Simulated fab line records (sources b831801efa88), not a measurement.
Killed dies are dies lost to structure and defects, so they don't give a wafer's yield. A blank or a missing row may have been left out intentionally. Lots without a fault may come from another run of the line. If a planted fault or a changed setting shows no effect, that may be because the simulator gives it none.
Matching of chambers | flow gf180mcu | GF_PASSIVATION_CVD_00 on pecvd-02: 3 sister chambers
The step deposits SiO2 from TEOS, target thk 1000 nm, time 111.95 s. 6 wafers are shown with their chamber, then 12 later ones without.

== WAFERS WITH THEIR CHAMBER ==
wafer  | chamber | heater_power_outer_w (W) | heater_power_w (W)
L086.3 | 0       | 336                      | 590
L089.3 | 0       | 292                      | 529
L089.6 | 2       | 233                      | 571
L090.2 | 1       | 389                      | 668
L090.3 | 2       | 279                      | 607
L090.4 | 1       | 428                      | 713

== WAFERS WHOSE CHAMBER IS MISSING ==
wafer  | heater_power_outer_w (W) | heater_power_w (W)
L091.1 | 338                      | 725
L091.4 | 319                      | 580
L091.6 | 428                      | 755
L092.1 | 389                      | 674
L092.3 | 321                      | 579
L092.6 | 240                      | 478
L094.2 | 301                      | 544
L094.3 | 435                      | 712
L094.6 | 295                      | 673
L097.1 | 378                      | 666
L097.3 | 309                      | 546
L097.4 | 334                      | 605

== THE CHAMBER EACH PASSED THROUGH ==
wafer  | from the rows above          | in truth
L091.1 | 1                            | 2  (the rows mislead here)
L091.4 | can't be placed: 0 or 2      | 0
L091.6 | 1                            | 1
L092.1 | 1                            | 1
L092.3 | can't be placed: 0 or 2      | 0
L092.6 | can't be placed: 2 or 0      | 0
L094.2 | can't be placed: 0 or 2      | 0
L094.3 | 1                            | 1
L094.6 | can't be placed: 2 or 0 or 1 | 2
L097.1 | 1                            | 1
L097.3 | can't be placed: 0 or 2      | 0
L097.4 | can't be placed: 0 or 2      | 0
Correctly placed: 4 of 12. Not placeable from these rows: 7 (in 7, the candidates include the true chamber). Placed wrongly: 1.
How it was worked out, from the rows above alone: a wafer's distance from a chamber is the root of the sum, over the readings, of the square of ((its reading less the chamber's mean) divided by the reading's scatter). If the next closest chamber is less than 2 further off than the closest, the wafer can't be placed; otherwise it belongs to the closest. Each chamber's mean is taken over the wafers shown for it. The scatter is the square root of a quotient: the sum, over the shown wafers, of each reading's squared deviation from its chamber's mean, divided by wafers minus chambers.
